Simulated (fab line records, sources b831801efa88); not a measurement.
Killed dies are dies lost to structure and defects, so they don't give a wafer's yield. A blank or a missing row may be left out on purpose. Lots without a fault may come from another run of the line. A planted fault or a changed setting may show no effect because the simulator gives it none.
fab line records | flow sky130
record lots=6 wafers=18 last_day=50
route steps=708 shown SONOS_TUNNEL@158 SONOS_ONO@168 PAD_OPEN@708
lots that met no fault: from a run of the same line without faults
start_h: hours from the record's first day to the start of the lot's first wafer shown | wait_h: hours since the lot's step before | " the same as in the row above | L1.1+2: a row that stands for several wafers | - no value, or no start given | * or withheld: withheld | < > ~ a bound
route shown NAME@n: a module of which the file shows steps, and the number in the route of the first | usual: mean/standard deviation of fault-free wafers | same: alike in all rows | chamber/n: place in a boat | sites: the reading at each site | _std_site: their standard deviation | _edge_site: outer sites' mean less inner sites' | radius_mm: how far each site lies from the wafer's centre | mask NAME#n: copy n | behind: the tool/chamber that last shaped the wafer | hold: why the lot was held/for how many hours/how that ended | device: the transistor (n, p or np) that didn't switch | end of line: the same wafers' tests at the end of the route | a step without rows: its recipe alone | killed: dies lost to structure and defects at the first sort, not the wafer's yield | map: a wafer's dies, x killed, . not, _ none there
set.NAME: the setting as run; set.NAME@STEP: as run at that earlier step | model.NAME: the simulator's own value behind a step, which no gauge read
lots at some steps of the route; a table a step, a row a wafer
services: from which hour (start_h, from the record's first day; less than 0 if before it) a tool's chamber was out of use, for how many hours, and why
## steps
# step SKY_SONOS_TUNNEL_EXPOSE_04
# recipe mask_id=TUNM na=0.6 source_shape=conventional sigma_outer=0.6 polarization=unpolarized target_cd_nm=410 dose_mj=136
# step SKY_SONOS_TUNNEL_PEB_05
# recipe temp_c=withheld time_s=* resist=NOVOLAK
# step SKY_SONOS_TUNNEL_DEVELOP_06
# recipe resist=NOVOLAK developer=TMAH develop_time_s=60 dev_temp_c=23
# step SKY_SONOS_TUNNEL_CD_MEAS_07
# recipe target_cd_nm=410
# usual cd_nm=410.2/1.7
# columns lot.wafer tool chamber start_h wait_h cd_nm
L824.1 cd_sem-01 - 275.22 0.1 410.8
L824.2 " - " " 411.2
L824.3 " - " " 408.7
L827.3 cd_sem-01 - 294.46 0.1 412.0
L827.5 " - " " 409.7
L827.6 " - " " 408.2
L832.4 cd_sem-01 - 331.67 0.1 411.9
L832.5 " - " " 412.3
L832.6 " - " " 411.0
L833.1 cd_sem-02 - 340.07 0.1 408.8
L833.2 " - " " 409.1
L833.4 " - " " 407.6
L842.2 cd_sem-02 - 415.89 0.1 411.3
L842.3 " - " " 412.1
L842.5 " - " " 411.8
L844.1 cd_sem-01 - 434.37 0.1 410.8
L844.3 " - " " 409.8
L844.5 " - " " 413.5
# step SKY_SONOS_TUNNEL_OVL_MEAS_08
# usual SONOS_TUNNEL_OVL=0.3/1.5
# columns lot.wafer tool chamber start_h wait_h SONOS_TUNNEL_OVL[nm]
L824.1 overlay-02 - 275.34 0.1 1.1
L824.2 " - " " -1.1
L824.3 " - " " 1.3
L827.3 overlay-01 - 301.91 7.4 -2.7
L827.5 " - " " 0.4
L827.6 " - " " -1.1
L832.4 overlay-01 - 331.75 0.1 0.3
L832.5 " - " " -0.2
L832.6 " - " " -0.8
L833.1 overlay-02 - 340.19 0.1 -1.9
L833.2 " - " " -1.2
L833.4 " - " " -2.2
L842.2 overlay-02 - 416.00 0.1 0.1
L842.3 " - " " -0.4
L842.5 " - " " -0.2
L844.1 overlay-02 - 434.49 0.1 2.2
L844.3 " - " " 1.6
L844.5 " - " " 3.1
# step SKY_SONOS_TUNNEL_IMPLANT_09
# recipe species=B energy_kev=20 dose_cm2=1e+12 tilt_deg=withheld
# step SKY_SONOS_TUNNEL_WET_ETCH_10
# recipe chemistry=dHF target_depth_nm=14 target=SiO2 dilution=100:1 temp_c=25 time_s=280
# step SKY_SONOS_TUNNEL_STRIP_11
# recipe chemistry=SPM time_s=600 temp_c=130
# step SKY_SONOS_TUNNEL_TW_MEAS_12
# usual SONOS_TUNNEL_TW=198.4/1.7
# columns lot.wafer tool chamber start_h wait_h SONOS_TUNNEL_TW
L824.1 film_metro-03 - 275.79 0.0 198.8
L824.2 " - " " 199.2
L824.3 " - " " 199.0
L827.3 film_metro-03 - 302.36 0.0 199.2
L827.5 " - " " 199.2
L827.6 " - " " 198.8
L832.4 film_metro-03 - 332.21 0.0 198.1
L832.5 " - " " 198.7
L832.6 " - " " 198.6
L833.1 film_metro-02 - 340.65 0.0 196.3
L833.2 " - " " 196.5
L833.4 " - " " 195.9
L842.2 film_metro-02 - 416.45 0.0 195.1
L842.3 " - " " 196.6
L842.5 " - " " 195.4
L844.1 film_metro-02 - 434.93 0.0 196.2
L844.3 " - " " 195.8
L844.5 " - " " 196.9
# step SKY_SONOS_TUNNEL_CLEAN_13
# recipe chemistry=dHF time_s=20 dilution=100:1 dry=ipa_marangoni
# step SKY_SONOS_ONO_OXIDATION_00
# recipe temp_c=800 ambient=O2 idle_temp_c=700 ramp_up_c_per_min=10 ramp_down_c_per_min=3 stabilise_s=600 purge_s=300 target_thk_a=26 ox_time_s=1249
# step SKY_SONOS_ONO_THK_MEAS_01
# recipe reads=SiO2_of_SONOS_ONO_OXIDATION_00
# usual SONOS_ONO_OXIDATION_THK=2.61/0.063
# columns lot.wafer tool chamber start_h wait_h SONOS_ONO_OXIDATION_THK[nm]
L824.1 film_metro-01 - 278.16 0.0 2.57
L824.2 " - " " 2.55
L824.3 " - " " 2.54
L827.3 film_metro-02 - 304.41 0.0 2.56
L827.5 " - " " 2.51
L827.6 " - " " 2.50
L832.4 film_metro-04 - 333.76 0.0 2.66
L832.5 " - " " 2.63
L832.6 " - " " 2.62
L833.1 film_metro-02 - 342.07 0.0 2.59
L833.2 " - " " 2.60
L833.4 " - " " 2.54
L842.2 film_metro-04 - 419.70 0.0 2.67
L842.3 " - " " 2.61
L842.5 " - " " 2.61
L844.1 film_metro-01 - 436.36 0.0 2.60
L844.3 " - " " 2.64
L844.5 " - " " 2.66
# step SKY_SONOS_ONO_CVD_02
# recipe material=Si3N4 precursor=DCS/NH3 target_thk_nm=10.5 temp_c=770 time_s=180 pressure_mtorr=250
# usual pressure_mtorr=249.9/0.44 spike_tc_centre_C=770.8/1.4 zone_power_centre_pct=14.5/0.51 zone_power_lower_pct=13.09/0.25 zone_power_upper_pct=13.4/0.72
# columns lot.wafer tool chamber start_h wait_h pressure_mtorr spike_tc_centre_C zone_power_centre_pct zone_power_lower_pct zone_power_upper_pct model.Si3N4_of_SONOS_ONO_CVD_02.thk_nm
L824.1 lpcvd-02 0 278.64 0.5 250.2 771.8 14.1 12.79 12.7 10.53
L824.2 " 0 " " 250.2 772.9 14.5 12.98 12.6 10.58
L824.3 " 0 " " 250.3 770.4 14.2 12.63 12.9 10.58
L827.3 lpcvd-02 1 321.75 17.3 249.9 769.1 14.8 13.21 14.1 10.49
L827.5 " 1 " " 249.8 770.1 15.1 13.44 14.0 10.54
L827.6 " 1 " " 250.9 770.3 15.1 13.33 14.3 10.55
L832.4 lpcvd-02 0 336.11 2.3 250.1 783.2 17.7 11.19 11.3 11.77
L832.5 " 0 " " 250.2 785.0 17.4 11.10 11.0 11.75
L832.6 " 0 " " 250.0 785.0 17.7 11.34 11.2 11.6
L833.1 lpcvd-02 0 343.48 1.4 249.9 785.0 17.8 11.26 10.9 10.76
L833.2 " 0 " " 249.9 784.2 17.6 11.27 11.1 10.76
L833.4 " 0 " " 249.6 784.5 17.5 11.24 11.2 11.09
L842.2 lpcvd-02 0 425.27 5.6 249.0 772.0 13.9 12.91 12.8 10.44
L842.3 " 0 " " 249.6 771.4 13.9 12.87 12.7 10.47
L842.5 " 0 " " 249.2 772.3 14.2 12.78 12.9 10.59
L844.1 lpcvd-02 0 438.41 2.0 250.3 771.2 14.0 12.76 12.7 10.52
L844.3 " 0 " " 250.0 771.0 14.3 13.14 12.6 10.71
L844.5 " 0 " " 249.6 770.2 14.1 12.74 12.9 10.54
# step SKY_SONOS_ONO_THK_MEAS_03
# recipe reads=Si3N4_of_SONOS_ONO_CVD_02
# usual SONOS_ONO_CVD_02_THK=10.57/0.13
# columns lot.wafer tool chamber start_h wait_h hold SONOS_ONO_CVD_02_THK[nm]
L824.1 film_metro-02 - 279.69 0.0 - 10.49
L824.2 " - " " - 10.56
L824.3 " - " " - 10.62
L827.3 film_metro-01 - 322.82 0.0 - 10.52
L827.5 " - " " - 10.54
L827.6 " - " " - 10.54
L832.4 film_metro-02 - 337.19 0.0 await_dispo/0.2h/release 11.75
L832.5 " - " " await_dispo/0.2h/release 11.75
L832.6 " - " " await_dispo/0.2h/release 11.55
L832.4 film_metro-02 - 337.42 0.2 - 11.74
L832.5 " - " " - 11.79
L832.6 " - " " - 11.63
L833.1 film_metro-02 - 344.53 0.0 await_dispo/0.2h/release 10.79
L833.2 " - " " await_dispo/0.2h/release 10.72
L833.4 " - " " await_dispo/0.2h/release 11.14
L833.1 film_metro-02 - 344.75 0.2 - 10.76
L833.2 " - " " - 10.70
L833.4 " - " " - 11.12
L842.2 film_metro-04 - 427.64 0.0 - 10.42
L842.3 " - " " - 10.50
L842.5 " - " " - 10.61
L844.1 film_metro-01 - 439.46 0.0 - 10.52
L844.3 " - " " - 10.70
L844.5 " - " " - 10.56
# step SKY_PAD_OPEN_PROBE_99
# usual killed_at_M0_to_M3=43/7.5 killed_at_M4_up=3.0/1.6 killed_at_contacts=23/5.8 killed_at_front_end=14/4.8 killed_at_other=0.3/0.52 killed_dies=84/9.1 killed_on_rim=16/3.4 killed_open=47/7.2 killed_short=37/5.8
# same gross_dies=492 killed_at_back_side=0
# columns lot.wafer tool chamber start_h wait_h killed_at_M0_to_M3 killed_at_M4_up killed_at_contacts killed_at_front_end killed_at_other killed_dies killed_on_rim killed_open killed_short model.etest.sonos_erased.drive_ua_um model.etest.sonos_programmed.off_log10_a_um model.etest.cap_ono.gate_log10_a_cm2 model.etest.cap_ono.gate_bv_v model.etest.cap_ono.tox_acc_nm model.etest.sonos_programmed.vt_v model.etest.sonos_erased.vt_v model.etest.sonos_baked.vt_v
L824.1 prober-02 - 1096.97 0.1 40 3 28 15 0 86 19 53 33 132.8 -13.88 -8.794 17.4 13.57 1.084 -1.939 0.6362
L824.2 prober-02 - 1097.02 0.1 47 2 20 12 0 81 13 50 31 163.7 -14.03 -8.715 16.77 13.54 1.121 -2.006 0.6877
L824.3 prober-02 - 1097.07 0.2 52 4 16 11 0 83 19 37 46 148.9 -13.73 -8.733 16.99 13.48 1.079 -2 0.7022
L827.3 prober-01 - 1137.57 0.2 40 3 24 27 0 94 24 52 42 166.8 -14 -8.523 16.84 13.35 1.282 -2.124 0.7699
L827.5 prober-01 - 1137.67 0.2 41 2 17 17 1 78 13 47 31 156 -14.04 -8.391 17.01 13.29 1.254 -2.136 0.7551
L827.6 prober-01 - 1137.72 0.2 43 5 17 20 1 86 19 42 44 177.2 -13.86 -8.294 16.54 13.23 1.254 -2.192 0.7844
L832.4 prober-01 - 1143.79 0.2 51 7 17 14 2 91 21 57 34 124.9 -12.77 -9.192 17.27 13.85 0.8901 -1.766 0.5802
L832.5 prober-01 - 1143.84 0.2 42 1 21 12 1 77 17 40 37 120.8 -12.88 -9.237 17.64 13.98 0.8758 -1.712 0.5984
L832.6 prober-01 - 1143.89 0.2 42 3 30 6 0 81 23 42 39 121.4 -11.9 -9.177 17.27 13.84 0.8417 -1.74 0.58
L833.1 prober-02 - 1145.13 0.1 46 1 23 11 0 81 16 44 37 176.4 -13.85 -8.6 17.12 13.38 1.193 -2.087 0.7932
L833.2 prober-02 - 1145.18 0.1 28 4 18 18 0 68 10 32 36 165.2 -13.87 -8.624 17.24 13.41 1.186 -2.053 0.746
L833.4 prober-02 - 1145.28 0.2 38 5 11 14 0 68 15 33 35 156.3 -13.31 -8.816 17.01 13.62 1.015 -1.949 0.6387
L842.2 prober-01 - 1194.56 0.1 44 6 13 19 0 82 16 46 36 181.1 -13.91 -8.631 17.68 13.4 1.168 -2.047 0.7518
L842.3 prober-01 - 1194.61 0.2 38 4 19 18 0 79 18 49 30 150.1 -13.73 -8.688 16.72 13.48 1.105 -2.011 0.7414
L842.5 prober-01 - 1194.71 0.2 38 0 34 16 0 88 17 54 34 169.8 -13.67 -8.694 16.87 13.46 1.127 -2.057 0.7569
L844.1 prober-01 - 1199.49 0.1 37 1 33 19 0 90 17 54 36 190.6 -13.73 -8.43 16.55 13.29 1.191 -2.135 0.804
L844.3 prober-01 - 1199.59 0.2 33 2 39 20 1 95 23 47 48 152.8 -13.49 -8.865 17.16 13.6 1.088 -1.945 0.6938
L844.5 prober-01 - 1199.69 0.2 47 4 38 15 0 104 21 60 44 162.1 -13.91 -8.656 16.87 13.46 1.185 -2.01 0.7354
# killed by level:class
L824.1 VIA1:geometric_particle:open=16 CONTACT:geometric_particle:open=12 LI_CONTACT:geometric_particle:open=7 VIA2:geometric_particle:open=6 METAL1:geometric_particle:short=5 FIELD_ISO:geometric_particle:short=4 POLY_GATE:geometric_particle:short=4 POLY_GATE:geometric_particle:open=4
L824.2 VIA1:geometric_particle:open=17 METAL1:geometric_particle:short=7 LI_CONTACT:geometric_particle:open=6 CONTACT:geometric_particle:open=5 FIELD_ISO:geometric_particle:open=4 POLY_GATE:geometric_particle:open=4 LI_CONTACT:geometric_particle:short=4 METAL2:geometric_particle:short=4
L824.3 METAL2:geometric_particle:short=12 VIA1:geometric_particle:open=11 METAL1:geometric_particle:short=7 CONTACT:geometric_particle:short=6 CONTACT:geometric_particle:open=6 VIA3:geometric_particle:open=6 VIA1:geometric_particle:short=5 VIA2:geometric_particle:open=5
L827.3 VIA1:geometric_particle:open=9 POLY_GATE:geometric_particle:open=8 FIELD_ISO:geometric_particle:open=7 LI_CONTACT:geometric_particle:open=6 CONTACT:geometric_particle:open=6 CONTACT:geometric_particle:short=5 VIA1:geometric_particle:short=5 POLY_GATE:geometric_particle:short=4
L827.5 VIA1:geometric_particle:open=13 VIA3:geometric_particle:open=8 CONTACT:geometric_particle:open=6 LI_CONTACT:geometric_particle:open=6 METAL2:geometric_particle:short=6 FIELD_ISO:geometric_particle:short=5 POLY_GATE:geometric_particle:open=5 VIA2:geometric_particle:open=5
L827.6 FIELD_ISO:geometric_particle:short=9 VIA1:geometric_particle:open=9 VIA2:geometric_particle:open=8 VIA3:geometric_particle:open=7 CONTACT:geometric_particle:open=6 METAL1:geometric_particle:short=6 LI_CONTACT:geometric_particle:open=5 METAL4:geometric_particle:short=5
L832.4 VIA1:geometric_particle:open=12 VIA2:geometric_particle:open=10 VIA3:geometric_particle:open=8 CONTACT:geometric_particle:open=6 METAL4:geometric_particle:short=5 FIELD_ISO:geometric_particle:open=4 FIELD_ISO:geometric_particle:short=4 LI_CONTACT:geometric_particle:open=4
L832.5 CONTACT:geometric_particle:open=9 VIA1:geometric_particle:open=9 METAL3:geometric_particle:short=7 METAL2:geometric_particle:short=5 LI_CONTACT:geometric_particle:open=5 LOCAL_INTERCONNECT:geometric_particle:short=5 METAL1:geometric_particle:short=5 FIELD_ISO:geometric_particle:open=4
L832.6 VIA1:geometric_particle:open=14 LOCAL_INTERCONNECT:geometric_particle:short=8 CONTACT:geometric_particle:open=8 LI_CONTACT:geometric_particle:open=7 VIA1:geometric_particle:short=6 CONTACT:geometric_particle:short=5 VIA3:geometric_particle:open=4 METAL1:geometric_particle:short=4
L833.1 CONTACT:geometric_particle:open=9 VIA1:geometric_particle:open=8 CONTACT:geometric_particle:short=7 VIA3:geometric_particle:open=7 VIA2:geometric_particle:open=6 LI_CONTACT:geometric_particle:open=4 METAL1:geometric_particle:short=4 VIA1:geometric_particle:short=4
L833.2 CONTACT:geometric_particle:open=11 METAL1:geometric_particle:short=6 SPACER:geometric_particle:short=4 CONTACT:geometric_particle:short=4 VIA1:geometric_particle:short=4 FIELD_ISO:geometric_particle:short=3 FIELD_ISO:geometric_particle:open=3 VIA3:geometric_particle:open=3
L833.4 VIA1:geometric_particle:open=9 VIA3:geometric_particle:open=6 FIELD_ISO:geometric_particle:short=5 METAL2:geometric_particle:short=5 POLY_GATE:geometric_particle:short=4 VIA2:geometric_particle:open=4 LI_CONTACT:geometric_particle:open=3 LOCAL_INTERCONNECT:geometric_particle:short=3
L842.2 VIA3:geometric_particle:open=8 CONTACT:geometric_particle:open=8 VIA2:geometric_particle:open=8 POLY_GATE:geometric_particle:short=7 VIA1:geometric_particle:open=6 FIELD_ISO:geometric_particle:short=5 VIA1:geometric_particle:short=4 VIA2:geometric_particle:short=4
L842.3 VIA1:geometric_particle:open=11 VIA2:geometric_particle:open=7 FIELD_ISO:geometric_particle:open=6 VIA1:geometric_particle:short=6 CONTACT:geometric_particle:open=6 VIA3:geometric_particle:open=6 POLY_GATE:geometric_particle:short=5 METAL2:geometric_particle:open=5
L842.5 CONTACT:geometric_particle:open=14 LI_CONTACT:geometric_particle:open=11 VIA3:geometric_particle:open=8 FIELD_ISO:geometric_particle:short=6 VIA1:geometric_particle:open=6 METAL2:geometric_particle:short=6 VIA2:geometric_particle:open=6 SPACER:geometric_particle:short=4
L844.1 CONTACT:geometric_particle:open=12 VIA1:geometric_particle:open=11 LI_CONTACT:geometric_particle:open=10 CONTACT:geometric_particle:short=8 VIA3:geometric_particle:open=5 FIELD_ISO:geometric_particle:short=4 POLY_GATE:geometric_particle:open=4 SPACER:geometric_particle:short=4
L844.3 CONTACT:geometric_particle:open=12 CONTACT:geometric_particle:short=10 LI_CONTACT:geometric_particle:open=9 VIA1:geometric_particle:open=9 FIELD_ISO:geometric_particle:open=5 POLY_GATE:geometric_particle:open=5 METAL1:geometric_particle:short=5 FIELD_ISO:geometric_particle:short=4
L844.5 CONTACT:geometric_particle:open=17 VIA1:geometric_particle:open=12 LI_CONTACT:geometric_particle:open=11 METAL2:geometric_particle:short=7 METAL1:geometric_particle:short=5 VIA2:geometric_particle:open=5 FIELD_ISO:geometric_particle:open=4 FIELD_ISO:geometric_particle:short=4
## services
# columns tool chamber start_h hours kind
lpcvd-02 - 289.95 17.2 pm
lpcvd-02 - 307.15 14.6 pm
lpcvd-02 - 389.77 0.7 repair
lpcvd-02 - 402.59 6.1 pm
## key
first_sign step=SKY_SONOS_ONO_CVD_02 reading=spike_tc_centre_C direction=up sigmas=9.9 usual=770.8 struck=784.5
effect step=SKY_SONOS_ONO_CVD_02 reading=zone_power_lower_pct direction=down sigmas=7.5 usual=13.09 struck=11.23
effect step=SKY_SONOS_ONO_THK_MEAS_03 reading=visit direction=added
effect step=SKY_SONOS_ONO_THK_MEAS_03 reading=SONOS_ONO_CVD_02_THK direction=up sigmas=5.5 usual=10.57 struck=11.28 wafers_moved=4
model_effect step=SKY_SONOS_ONO_CVD_02 value=Si3N4_of_SONOS_ONO_CVD_02.thk_nm without=10.61 struck=11.29
model_effect step=SKY_PAD_OPEN_PROBE_99 value=etest.sonos_erased.drive_ua_um without=165.5 struck=144.2
met_at SKY_SONOS_ONO_CVD_02
struck_wafers L832.4,L832.5,L832.6,L833.1,L833.2,L833.4
tester_left_out L832,L833
onset_between 321.75 336.11
fault kind=process_parameter_drift tool=lpcvd-02 chamber=- onset_h=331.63 steps=SKY_SONOS_ONO_CVD_02 channel=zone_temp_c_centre offset=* shape=step end_h=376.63
# tester_left_out: of these lots the tester's yield and bins aren't shown, on N5 and GAA mostly nor the transistor test; their killed dies are dies lost to structure and defects alone, not to doping, threshold or leakage, so they don't give the yield
